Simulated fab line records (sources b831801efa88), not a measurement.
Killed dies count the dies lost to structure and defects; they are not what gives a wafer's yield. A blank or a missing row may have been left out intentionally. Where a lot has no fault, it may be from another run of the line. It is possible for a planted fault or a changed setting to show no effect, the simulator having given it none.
Chamber matching    flow sky130    SKY_VIA2_HDPCVD_00 on hdpcvd-01: 3 sister chambers
The step deposits SiO2, target thk 1180 nm, time 196.7 s. 6 wafers are shown with their chamber, then 9 later ones without.

## WAFERS PAIRED WITH THEIR CHAMBERS
wafer   chamber  run_length_s (s)
L730.4  1        225.2
L731.3  2        224.2
L731.5  2        224.5
L732.2  1        224.5
L732.3  0        225.0
L732.4  0        224.9

## WAFERS MISSING THEIR CHAMBER
wafer   run_length_s (s)
L733.3  224.2
L733.5  224.9
L733.6  224.6
L734.3  224.5
L734.4  224.6
L734.5  224.8
L738.1  224.6
L738.3  224.2
L738.4  225.2

## EACH ONE'S CHAMBER
wafer   from the rows above           in truth
L733.3  can't be placed: 2 or 1 or 0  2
L733.5  can't be placed: 0 or 1 or 2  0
L733.6  can't be placed: 1 or 2 or 0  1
L734.3  can't be placed: 2 or 1 or 0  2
L734.4  can't be placed: 1 or 2 or 0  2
L734.5  can't be placed: 1 or 0 or 2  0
L738.1  can't be placed: 1 or 2 or 0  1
L738.3  can't be placed: 2 or 1 or 0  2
L738.4  can't be placed: 0 or 1 or 2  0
Placed correctly: 0 of 9. Unplaceable from these rows: 9, with the true chamber sitting among the candidates in 9. Placed wrongly: 0.
How it was worked out, from the rows above alone: a wafer's distance from a chamber is the root of the sum, over the readings, of the square of ((its reading less the chamber's mean) divided by the reading's scatter). The wafer belongs to the nearest chamber; if the next one is less than 2 further off, it can't be placed. Each chamber's mean is taken over the wafers shown for it. The scatter: take each reading less its chamber's mean, square it, sum over the shown wafers, divide by the number of wafers less the number of chambers, and take the root.
